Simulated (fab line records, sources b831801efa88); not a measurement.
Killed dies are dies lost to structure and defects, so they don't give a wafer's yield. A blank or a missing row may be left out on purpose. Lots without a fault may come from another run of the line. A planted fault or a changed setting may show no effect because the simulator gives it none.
Problem report in the 8D (eight disciplines) form, filled by code | flow sky130 | the parts of the form that need people (team, actions taken, sign-off) are left out

1. THE PROBLEM
killed_at_front_end at SKY_PAD_OPEN_PROBE_99 reads a mean of 72 on 6 wafers of 2 lots; wafers without a fault read 16 with a standard deviation of 5.1. That is +11 standard deviations from the usual mean.
First seen on wafer L778.1, day 47 10:42, on prober-02. The record holds 6 wafers of 2 lots with a number at this step. Rule for "out", or "out of limits": more than 4 standard deviations from the usual mean. The other wafers with a number count as sound.

2. WHAT IT IS AND WHAT IT IS NOT
question                    | is                     | is not
which readings at this step | killed_at_front_end    | killed_at_M0_to_M3, killed_at_M4_up, killed_at_contacts, killed_at_other
which lots                  | L778, L780             | -
which wafers of those lots  | all that have a number | -
read on which tools         | prober-02              | -
when                        | from day 47 10:42      | up to then (0 sound wafers)

3. SUSPECTS, AND WHAT RULES EACH OUT
Counting: a tool at a process step up to the reading stays a suspect if it ran every lot that is out and no sound lot after the first of them.
- plasma_asher-01 at SKY_VT_ADJUST_HVTP_STRIP_10 (strips in O2/N2): kept. It ran every lot that is out, first L778 (day 7 18:41), and no sound lot after that.
- prober-02 at SKY_PAD_OPEN_PROBE_99: kept. It ran every lot that is out, first L778 (day 47 10:42), and no sound lot after that. Its own readings are out on those wafers: killed_at_front_end.
Left after counting: plasma_asher-01 at SKY_VT_ADJUST_HVTP_STRIP_10, prober-02 at SKY_PAD_OPEN_PROBE_99.

4. THE CAUSE (what the simulator had put in)
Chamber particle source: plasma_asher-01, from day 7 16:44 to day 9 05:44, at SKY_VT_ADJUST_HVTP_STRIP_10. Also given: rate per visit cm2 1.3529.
Counting left 2 suspects, and this tool is among them.

5. THE CHAIN OF EFFECTS, in route order
Each row: a reading whose mean over the struck wafers that have a number lies more than 3 standard deviations from the usual. Only readings for which the record gives a usual standard deviation are gone through. hours: the time from each lot's start at the first step in this table that gives one to its start at this step, as a median over the lots. sigmas: the change in usual standard deviations.
hours | step                  | reading             | usual | on struck wafers | change | sigmas
0     | SKY_PAD_OPEN_PROBE_99 | killed_at_front_end | 16    | 72               | +56    | +11
0     | SKY_PAD_OPEN_PROBE_99 | killed_dies         | 86    | 137              | +51    | +5.1
The process steps in it:
- SKY_PAD_OPEN_PROBE_99

6. WHAT WOULD HAVE CAUGHT IT SOONER
In this record the first reading out of limits was taken at day 47 10:42, 954 hours after the fault began at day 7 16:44.
Of the tool readings at SKY_VT_ADJUST_HVTP_STRIP_10 for which the record gives a usual standard deviation, none was out on any struck wafer, so an alarm limit of 4 standard deviations on them would not have fired.
All the lots that are out (2) had begun SKY_VT_ADJUST_HVTP_STRIP_10 on plasma_asher-01 by day 47 10:42. A hold on the tool at that time would have spared none of them.
